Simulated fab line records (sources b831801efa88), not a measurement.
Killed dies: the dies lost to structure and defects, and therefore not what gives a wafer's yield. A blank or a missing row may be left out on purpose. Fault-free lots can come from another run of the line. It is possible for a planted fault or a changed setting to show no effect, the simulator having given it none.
fab line records	flow sfqLine
[record] lots = 6	wafers = 18	lastDay = 93
route steps=325 shown M0@32 I0@43 M1@58
lots with no fault: from the same line, run without faults
startH: hours from the record's opening day to when the first of the lot's shown wafers began	waitH: hours elapsed since this lot's preceding step	" as in the row above	L1.1+2: a single row standing in for several wafers	- no value present, or no start provided	* or withheld: withheld	< > ~ a bound
route shown NAME@n: a module of which the file shows steps, and the number in the route of the first	usual: mean/standard deviation of fault-free wafers	same: alike in all rows	chamber/n: place in a boat	sites: the reading at each site	_std_site: the values' standard deviation	_edge_site: the outer-site mean with the inner-site mean subtracted	radiusMm: how far each site lies from the wafer's centre	mask NAME#n: copy n	behind: the most recent tool/chamber to have shaped the wafer	hold: what put the lot on hold/how long, in hours/how the hold closed	device: names the non-switching transistor (n, p or np)	end of line: the route-end tests of the same wafers	a step given without rows: its recipe and nothing more	killed: dies lost to structure and defects at the first sort, not the wafer's yield	map: a wafer's dies, marking killed ones x, the rest . and places with no die _
set.NAME: the setting the step ran with; set.NAME@STEP: the setting that earlier step ran with	model.NAME: the simulator's own value behind a step, which no gauge read
lots at selected steps of the route; one table per step, one row per wafer
services: from which hour (startH, from the record's first day; less than 0 if before it) a tool's chamber was out of use, for how many hours, and why
[[steps]]
[step SFQ_TRILAYER_M0_LITHO_COAT_026]
[recipe] resist = BARC	spinRpm = 3000	resistThkNm = 62
[step SFQ_TRILAYER_M0_LITHO_COAT_021]
[recipe] resist = KrF	spinRpm = 3000	resistThkNm = 600
[step SFQ_TRILAYER_M0_LITHO_SOFTBAKE_025]
[recipe] tempC = withheld	timeS = withheld	resist = KrF
[step SFQ_TRILAYER_M0_LITHO_EXPOSE_022]
[recipe] maskId = M0	na = 0.6	sourceShape = conventional	sigmaOuter = 0.65	targetCdNm = 500	doseMj = 14.4
[step SFQ_TRILAYER_M0_LITHO_PEB_024]
[recipe] pebTempC = 115	pebTimeS = 60	resist = KrF
[step SFQ_TRILAYER_M0_LITHO_DEVELOP_023]
[recipe] timeS = 60	resist = KrF
[step SFQ_M0_OVL_MEAS_906]
[usual] M0_OVL = 2/6
lot.wafer	tool	chamber	startH	waitH	M0_OVL[nm]
L414.1	overlay-01	-	292.70	0.1	-3
L414.5	"	-	"	"	-4
L414.6	"	-	"	"	-10
L417.1	overlay-01	-	310.70	0.1	8
L417.5	"	-	"	"	7
L417.6	"	-	"	"	5
L418.3	overlay-02	-	323.91	0.1	0
L418.5	"	-	"	"	1
L418.6	"	-	"	"	0
L422.1	overlay-01	-	372.47	0.1	-5
L422.2	"	-	"	"	6
L422.3	"	-	"	"	1
L426.4	overlay-02	-	425.25	0.1	0
L426.5	"	-	"	"	-3
L426.6	"	-	"	"	-1
L427.2	overlay-01	-	441.77	0.1	1
L427.4	"	-	"	"	-3
L427.5	"	-	"	"	1
[step SFQ_TRILAYER_M0_BARC_OPEN_METAL_ETCH_031]
[recipe] maskMaterial = PR	chemistry = O2	targetDepthNm = 125	target = BARC	icpW = 600	biasW = 80	pressureMtorr = 10	timeS = 41.7
[usual] chamberPressureMTorr = 9.998/0.0091	drypumpMotorCurrentA = 6.2/0.45	oesProductAu = 0.685/0.0048
lot.wafer	tool	chamber	startH	waitH	chamberPressureMTorr	drypumpMotorCurrentA	oesProductAu	rfHoursCounterH
L414.1	rieMetal-02	0	292.73	0.0	9.987	6.4	0.683	137
L414.5	"	0	"	"	9.994	6.4	0.686	-
L414.6	"	1	"	"	10.007	6.8	0.697	-
L417.1	rieMetal-02	1	310.73	0.0	9.993	6.9	0.683	28
L417.5	"	1	"	"	9.996	6.8	0.686	-
L417.6	"	0	"	"	9.999	6.4	0.690	-
L418.3	rieMetal-02	0	323.95	0.0	9.995	6.4	0.689	-
L418.5	"	0	"	"	10.007	6.4	0.689	-
L418.6	"	1	"	"	10.002	6.8	0.685	-
L422.1	rieMetal-04	0	372.50	0.0	10.000	5.6	0.681	160
L422.2	"	1	"	"	9.992	6.2	0.686	100
L422.3	"	1	"	"	10.004	6.2	0.690	-
L426.4	rieMetal-04	1	425.29	0.0	9.995	6.3	0.680	-
L426.5	"	1	"	"	10.001	6.2	0.685	-
L426.6	"	0	"	"	10.005	5.7	0.679	-
L427.2	rieMetal-04	0	441.80	0.0	9.991	5.7	0.691	169
L427.4	"	1	"	"	10.009	6.3	0.692	-
L427.5	"	0	"	"	10.000	5.7	0.689	-
[step SFQ_TRILAYER_M0_ETCH_METAL_ETCH_024]
[recipe] target = Nb	stopOn = SiO2	maskMaterial = PR	chemistry = Cl2/Ar	targetDepthNm = 240	icpW = 600	biasW = 80	pressureMtorr = 10	timeS = 120
[usual] chamberPressureMTorr = 10.000/0.0082	drypumpMotorCurrentA = 6.2/0.45	oesProductAu = 0.893/0.0063
lot.wafer	tool	chamber	startH	waitH	chamberPressureMTorr	drypumpMotorCurrentA	oesProductAu	rfHoursCounterH
L414.1	rieMetal-02	0	292.79	0.0	10.010	6.4	0.901	137
L414.5	"	0	"	"	9.998	6.4	0.889	-
L414.6	"	1	"	"	10.000	6.8	0.894	-
L417.1	rieMetal-02	1	310.79	0.0	10.005	6.8	0.896	28
L417.5	"	1	"	"	10.004	6.8	0.896	-
L417.6	"	0	"	"	10.006	6.4	0.889	-
L418.3	rieMetal-02	0	324.03	0.1	9.996	6.4	0.888	-
L418.5	"	0	"	"	9.985	6.4	0.890	-
L418.6	"	1	"	"	10.004	6.8	0.888	-
L422.1	rieMetal-04	0	372.56	0.0	10.016	5.7	0.888	160
L422.2	"	1	"	"	9.995	6.3	0.887	100
L422.3	"	1	"	"	10.010	6.3	0.895	-
L426.4	rieMetal-04	1	425.37	0.1	10.001	6.3	0.893	-
L426.5	"	1	"	"	9.998	6.3	0.892	-
L426.6	"	0	"	"	9.985	5.7	0.894	-
L427.2	rieMetal-04	0	441.86	0.0	9.990	5.7	0.883	169
L427.4	"	1	"	"	10.003	6.2	0.887	-
L427.5	"	0	"	"	10.007	5.7	0.892	-
[step SFQ_TRILAYER_M0_STRIP_STRIP_025]
[recipe] gas = O2	powerW = 200	platenTempC = 40	overashFraction = 0.65	chemistry = O2	pressureMtorr = 50
[step SFQ_TRILAYER_M0_STRIP_SOLV_CLEAN_026]
[recipe] chemistry = NMP	tempC = 70	timeS = 600
[step SFQ_TRILAYER_I0_DEP_PECVD_027]
[recipe] material = SiO2	tempC = 150	timeS = 111.11	pressureTorr = 2.4	rfW = 183.3	precursor = SiH4/N2O	targetThkNm = 500
[step SFQ_TRILAYER_I0_CMP_CMP_028]
[recipe] material = SiO2	downForcePsi = 3	platenRpm = 60	padVelocityMS = 0.94248
[usual] motorCurrentA = 10.5/1.2	platenRpm = 60.00/0.046	timeToEndpointS = 216/6.7
lot.wafer	tool	chamber	startH	waitH	motorCurrentA	platenRpm	timeToEndpointS	model.SiO2_of_TRILAYER_I0_DEP_PECVD_027.thkNm
L414.1	cmp-01	1	295.27	1.5	11.4	60.01	210	201.2
L414.5	"	2	"	"	11.5	59.93	217	199.1
L414.6	"	3	"	"	9.1	60.05	212	200
L417.1	cmp-02	2	312.77	1.0	10.1	59.90	218	202
L417.6	"	0	313.77	2.0	12.8	60.07	204	214.6
L417.5	"	1	"	"	9.8	60.00	211	214.6
L418.3	cmp-02	3	325.47	0.5	10.2	59.99	211	200.6
L418.5	"	2	326.97	2.0	9.9	60.02	222	216.3
L418.6	"	3	"	"	9.6	59.99	206	215.4
L422.2	cmp-01	3	373.54	0.0	8.7	60.02	205	200.5
L422.1	"	1	374.54	1.0	10.7	60.01	207	200.2
L422.3	"	2	"	"	11.4	59.92	208	200.4
L426.4	cmp-02	0	428.41	2.1	12.9	60.02	220	199.9
L426.6	"	1	"	"	9.2	59.95	223	199.4
L426.5	"	2	"	"	9.6	60.03	223	200.8
L427.4	cmp-01	1	443.01	0.0	10.6	60.06	224	199.7
L427.2	"	2	"	"	11.3	59.99	205	198.8
L427.5	"	2	445.51	2.5	11.4	60.00	209	198.4
[step SFQ_I0_BOW_MEAS_907]
[recipe] mode = bow
[usual] I0_BOW = 1/7.2
lot.wafer	tool	chamber	startH	waitH	I0_BOW[um]
L414.1	filmMetro-02	-	296.77	1.0	-6
L414.5	"	-	"	"	1
L414.6	"	-	"	"	-9
L417.1	filmMetro-02	-	314.77	1.5	-1
L417.5	"	-	"	"	5
L417.6	"	-	"	"	12
L418.3	filmMetro-03	-	328.01	2.0	0
L418.5	"	-	"	"	0
L418.6	"	-	"	"	-11
L422.1	filmMetro-03	-	376.54	1.5	-4
L422.2	"	-	"	"	6
L422.3	"	-	"	"	5
L426.4	filmMetro-03	-	429.97	1.1	-2
L426.5	"	-	"	"	5
L426.6	"	-	"	"	0
L427.2	filmMetro-03	-	446.03	2.0	2
L427.4	"	-	"	"	-4
L427.5	"	-	"	"	-8
[step SFQ_TRILAYER_I0_METRO_MEASURE_029]
[usual] thkNm = 200.4/0.97
lot.wafer	tool	chamber	startH	waitH	thkNm
L414.1	filmMetro-02	-	296.89	0.1	201.2
L414.5	"	-	"	"	199.0
L414.6	"	-	"	"	199.9
L417.1	filmMetro-02	-	314.89	0.1	202.0
L417.5	"	-	"	"	214.5
L417.6	"	-	"	"	214.6
L418.3	filmMetro-03	-	328.49	0.5	200.7
L418.5	"	-	"	"	216.1
L418.6	"	-	"	"	215.4
L422.1	filmMetro-03	-	376.66	0.1	200.1
L422.2	"	-	"	"	200.4
L422.3	"	-	"	"	200.4
L426.4	filmMetro-03	-	430.63	0.6	200.2
L426.5	"	-	"	"	200.8
L426.6	"	-	"	"	199.3
L427.2	filmMetro-03	-	446.33	0.3	198.8
L427.4	"	-	"	"	199.6
L427.5	"	-	"	"	198.3
[step SFQ_TRILAYER_I0_VIA_LITHO_COAT_036]
[recipe] resist = BARC	spinRpm = 3000	resistThkNm = 62
[step SFQ_TRILAYER_I0_VIA_LITHO_COAT_031]
[recipe] resist = KrF	spinRpm = 3000	resistThkNm = 650
[step SFQ_TRILAYER_I0_VIA_LITHO_SOFTBAKE_035]
[recipe] tempC = withheld	timeS = withheld	resist = KrF
[step SFQ_TRILAYER_I0_VIA_LITHO_EXPOSE_032]
[recipe] maskId = I0	na = 0.6	sourceShape = conventional	sigmaOuter = 0.65	targetCdNm = 500	doseMj = 21.3
[step SFQ_TRILAYER_I0_VIA_LITHO_PEB_034]
[recipe] pebTempC = 115	pebTimeS = 60	resist = KrF
[step SFQ_TRILAYER_I0_VIA_LITHO_DEVELOP_033]
[recipe] timeS = 60	resist = KrF
[step SFQ_I0_OVL_MEAS_908]
[usual] I0_OVL = 3/5
lot.wafer	tool	chamber	startH	waitH	I0_OVL[nm]
L414.1	overlay-02	-	440.56	0.1	12
L414.5	"	-	"	"	11
L414.6	"	-	"	"	10
L417.1	overlay-01	-	460.42	0.1	-3
L417.5	"	-	"	"	3
L417.6	"	-	"	"	3
L418.3	overlay-02	-	472.43	0.1	5
L418.5	"	-	"	"	2
L418.6	"	-	"	"	6
L422.1	overlay-01	-	535.49	0.1	5
L422.2	"	-	"	"	1
L422.3	"	-	"	"	2
L426.4	overlay-01	-	591.37	0.1	6
L426.5	"	-	"	"	2
L426.6	"	-	"	"	1
L427.2	overlay-02	-	603.49	0.1	11
L427.4	"	-	"	"	6
L427.5	"	-	"	"	3
[step SFQ_TRILAYER_I0_VIA_BARC_OPEN_VIA_ETCH_046]
[recipe] maskMaterial = PR	chemistry = O2	targetDepthNm = 125	target = BARC	sourceW = 500	biasW = 80	pressureMtorr = 30	timeS = 41.7
[usual] chamberPressureMTorr = 29.994/0.028	drypumpMotorCurrentA = 5.9/0.51	oesProductAu = 0.685/0.0046
lot.wafer	tool	chamber	startH	waitH	chamberPressureMTorr	drypumpMotorCurrentA	oesProductAu	rfHoursCounterH
L414.1	rieDiel-01	1	440.60	0.0	29.959	6.2	0.685	91
L414.5	"	1	"	"	29.981	6.2	0.684	-
L414.6	"	0	"	"	29.981	5.8	0.681	-
L417.1	rieDiel-01	1	460.46	0.0	29.980	6.2	0.686	91
L417.5	"	3	"	"	30.004	6.6	0.681	-
L417.6	"	2	"	"	29.996	5.1	0.677	-
L418.3	rieDiel-02	3	472.46	0.0	30.050	6.1	0.691	101
L418.5	"	3	"	"	30.009	6.1	0.685	-
L418.6	"	0	"	"	29.975	6.2	0.692	-
L422.1	rieDiel-01	0	535.53	0.0	29.934	5.8	0.685	9
L422.2	"	2	"	"	29.979	5.1	0.689	5
L422.3	"	3	"	"	29.968	6.6	0.695	15
L426.4	rieDiel-01	1	591.39	0.0	29.999	6.2	0.690	0
L426.5	"	1	"	"	29.981	6.2	0.690	-
L426.6	"	0	"	"	29.992	5.8	0.688	-
L427.2	rieDiel-01	0	603.52	0.0	29.974	5.8	0.685	10
L427.4	"	2	"	"	29.989	5.1	0.689	6
L427.5	"	2	"	"	30.004	5.1	0.684	-
[step SFQ_TRILAYER_I0_VIA_ETCH_VIA_ETCH_034]
[recipe] target = SiO2	stopOn = Nb	maskMaterial = PR	taperDeg = 20	chemistry = CHF3	targetDepthNm = 260	sourceW = 500	biasW = 80	pressureMtorr = 30	timeS = withheld
[usual] chamberPressureMTorr = 30.00/0.03	drypumpMotorCurrentA = 5.9/0.51	oesProductAu = 0.855/0.0045
lot.wafer	tool	chamber	startH	waitH	chamberPressureMTorr	drypumpMotorCurrentA	oesProductAu	model.I0.featureDepthNm	model.etch.depthNm
L414.1	rieDiel-01	1	440.64	0.0	29.99	6.2	0.853	201.2	201.2
L414.5	"	1	"	"	29.94	6.2	0.857	199.1	199.1
L414.6	"	0	"	"	30.07	5.8	0.853	200	200
L417.1	rieDiel-01	1	460.50	0.0	29.97	6.2	0.848	202	202
L417.5	"	3	"	"	30.06	6.6	0.892	214.6	214.6
L417.6	"	2	"	"	30.04	5.1	0.891	214.6	214.6
L418.3	rieDiel-02	3	472.50	0.0	29.96	6.1	0.856	200.6	200.6
L418.5	"	3	"	"	30.07	6.2	0.899	216.3	216.3
L418.6	"	0	"	"	30.08	6.2	0.885	215.4	215.4
L422.1	rieDiel-01	0	535.57	0.0	29.95	5.8	0.849	200.2	200.2
L422.2	"	2	"	"	30.00	5.1	0.854	200.5	200.5
L422.3	"	3	"	"	30.00	6.6	0.855	200.4	200.4
L426.4	rieDiel-01	1	591.43	0.0	30.03	6.2	0.865	199.9	199.9
L426.5	"	1	"	"	29.99	6.2	0.853	200.8	200.8
L426.6	"	0	"	"	29.93	5.8	0.854	199.4	199.4
L427.2	rieDiel-01	0	603.56	0.0	29.98	5.8	0.854	198.8	198.8
L427.4	"	2	"	"	30.03	5.1	0.856	199.7	199.7
L427.5	"	2	"	"	29.99	5.1	0.848	198.4	198.4
[step SFQ_TRILAYER_I0_VIA_STRIP_STRIP_035]
[recipe] gas = O2	powerW = 200	platenTempC = 40	overashFraction = 0.65	chemistry = O2	pressureMtorr = 50
[usual] chamberPressureMTorr = 50.00/0.047	drypumpMotorCurrentA = 6.2/0.44	oesProductAu = 1.000/0.0076
lot.wafer	tool	chamber	startH	waitH	chamberPressureMTorr	drypumpMotorCurrentA	oesProductAu	rfHoursCounterH
L414.1	rieMetal-02	0	440.75	-	50.06	6.4	1.005	154
L414.5	"	1	"	"	49.98	6.8	1.007	-
L414.6	"	0	"	"	50.01	6.4	1.007	-
L417.1	rieMetal-01	0	460.61	-	49.97	5.8	0.996	43
L417.5	"	1	"	"	49.91	5.9	0.995	-
L417.6	"	0	"	"	50.07	5.7	0.993	-
L418.3	rieMetal-01	0	472.81	-	50.06	5.7	0.984	-
L418.5	"	0	"	"	50.03	5.7	0.995	-
L418.6	"	1	"	"	49.98	5.9	0.995	-
L422.1	rieMetal-02	1	535.68	-	49.97	6.8	1.001	56
L422.2	"	0	"	"	50.01	6.4	0.994	5
L422.3	"	0	"	"	50.00	6.4	1.010	-
L426.4	rieMetal-02	0	591.74	-	50.02	6.4	1.006	-
L426.5	"	0	"	"	50.02	6.4	0.995	-
L426.6	"	1	"	"	49.98	6.8	1.000	-
L427.2	rieMetal-03	0	603.67	-	50.04	5.4	0.988	120
L427.4	"	1	"	"	49.92	6.3	0.996	-
L427.5	"	0	"	"	49.93	5.4	0.990	-
[step SFQ_TRILAYER_I0_VIA_STRIP_SOLV_CLEAN_036]
[recipe] chemistry = NMP	tempC = 70	timeS = 600
[step SFQ_TRILAYER_M1_DEP_PRE_CLEAN_038]
[recipe] gas = Ar	timeS = 22.5	biasV = 250
[usual] biasV = 249.8/2.3
lot.wafer	tool	chamber	startH	waitH	biasV	model.SiO2_of_TRILAYER_I0_DEP_PECVD_027.thkNm
L414.1	pvdSputter-03	-	441.53	0.0	248.7	193.7
L414.5	"	-	"	"	250.2	191.6
L414.6	"	-	"	"	252.2	192.5
L417.1	pvdSputter-06	-	461.39	0.0	248.3	194.5
L417.5	"	-	"	"	249.5	207.1
L417.6	"	-	"	"	249.7	207.1
L418.3	pvdSputter-03	-	473.39	0.0	249.4	193.1
L418.5	"	-	"	"	247.8	208.8
L418.6	"	-	"	"	250.1	207.9
L422.1	pvdSputter-03	-	536.45	0.0	243.8	192.7
L422.2	"	-	"	"	248.8	193
L422.3	"	-	"	"	250.4	192.9
L426.4	pvdSputter-03	-	592.32	0.0	246.9	192.4
L426.5	"	-	"	"	251.9	193.3
L426.6	"	-	"	"	246.5	191.9
L427.2	pvdSputter-03	-	604.44	0.0	249.1	191.3
L427.4	"	-	"	"	247.9	192.2
L427.5	"	-	"	"	245.8	190.9
[step SFQ_TRILAYER_M1_DEP_SPUTTER_037]
[recipe] material = Nb	basePressurePa = 1.33e-06	chamberPressurePa = 0.1333	substrateTempC = 20	resputterCathodeVoltageV = 400	targetThkNm = 200	powerW = 2000	timeS = 133.3
[usual] substrateTempC = 20.00/0.11	throttleValvePct = 29.7/0.91
lot.wafer	tool	chamber	startH	waitH	substrateTempC	throttleValvePct
L414.1	pvdSputter-03	-	441.56	0.0	20.13	29.4
L414.5	"	-	"	"	19.95	30.4
L414.6	"	-	"	"	19.89	29.6
L417.1	pvdSputter-06	-	461.42	0.0	20.02	29.5
L417.5	"	-	"	"	20.03	28.8
L417.6	"	-	"	"	19.91	29.9
L418.3	pvdSputter-03	-	473.42	0.0	19.94	30.0
L418.5	"	-	"	"	20.00	29.6
L418.6	"	-	"	"	20.09	28.4
L422.1	pvdSputter-03	-	536.48	0.0	20.01	29.5
L422.2	"	-	"	"	19.94	30.1
L422.3	"	-	"	"	20.08	30.3
L426.4	pvdSputter-03	-	592.35	0.0	19.94	30.1
L426.5	"	-	"	"	19.99	30.4
L426.6	"	-	"	"	19.99	30.0
L427.2	pvdSputter-03	-	604.47	0.0	20.17	28.5
L427.4	"	-	"	"	19.94	29.7
L427.5	"	-	"	"	20.09	28.3
[[services]]
tool	chamber	startH	hours	kind
cmp-01	-	338.68	6.9	pm
rieDiel-01	1	343.07	6.9	repair
cmp-01	-	364.45	1.7	repair
rieMetal-04	-	388.99	1.4	pm
cmp-01	-	391.55	0.3	repair
cmp-02	-	401.87	8.3	pm
pvdSputter-03	-	404.02	2.8	repair
cmp-01	-	406.67	4.0	pm
filmMetro-03	-	417.99	0.7	pm
cmp-01	-	427.19	0.4	repair
rieDiel-01	1	429.14	2.3	repair
cmp-02	-	444.56	1.7	repair
filmMetro-03	-	454.83	0.6	pm
pvdSputter-03	-	461.32	3.2	repair
cmp-02	-	471.42	1.6	repair
filmMetro-03	-	484.85	1.0	pm
rieDiel-01	1	495.14	6.4	repair
rieMetal-04	1	504.60	2.9	repair
rieDiel-01	-	530.24	2.0	repair
cmp-01	-	533.24	7.4	repair
pvdSputter-03	-	538.91	1.9	repair
pvdSputter-03	-	558.97	1.9	repair
rieDiel-01	2	571.62	5.3	repair
cmp-02	-	572.06	4.0	pm
[[key]]
[firstSign] step = SFQ_TRILAYER_I0_METRO_MEASURE_029	reading = thkNm	direction = up	sigmas = 15	usual = 200.4	struck = 215.2
[effect] step = SFQ_TRILAYER_I0_VIA_ETCH_VIA_ETCH_034	reading = oesProductAu	direction = up	sigmas = 8.3	usual = 0.855	struck = 0.892
[modelEffect] step = SFQ_TRILAYER_I0_CMP_CMP_028	value = SiO2_of_TRILAYER_I0_DEP_PECVD_027.thkNm	without = 200.2	struck = 215.2
[modelEffect] step = SFQ_TRILAYER_I0_VIA_ETCH_VIA_ETCH_034	value = I0.featureDepthNm	without = 200.2	struck = 215.2
[modelEffect] step = SFQ_TRILAYER_M1_DEP_PRE_CLEAN_038	value = SiO2_of_TRILAYER_I0_DEP_PECVD_027.thkNm	without = 192.7	struck = 207.7
metAt SFQ_TRILAYER_I0_CMP_CMP_028
struckWafers L417.5,L417.6,L418.5,L418.6
[fault] kind = processParameterDrift	tool = cmp-02	chamber = -	onsetH = 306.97	steps = SFQ_TRILAYER_I0_CMP_CMP_028	channel = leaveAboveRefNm	offset = 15	shape = step	endH = 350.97	scope = struckWafersOnly	actsIn = theseRecipesOnly	stated = 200
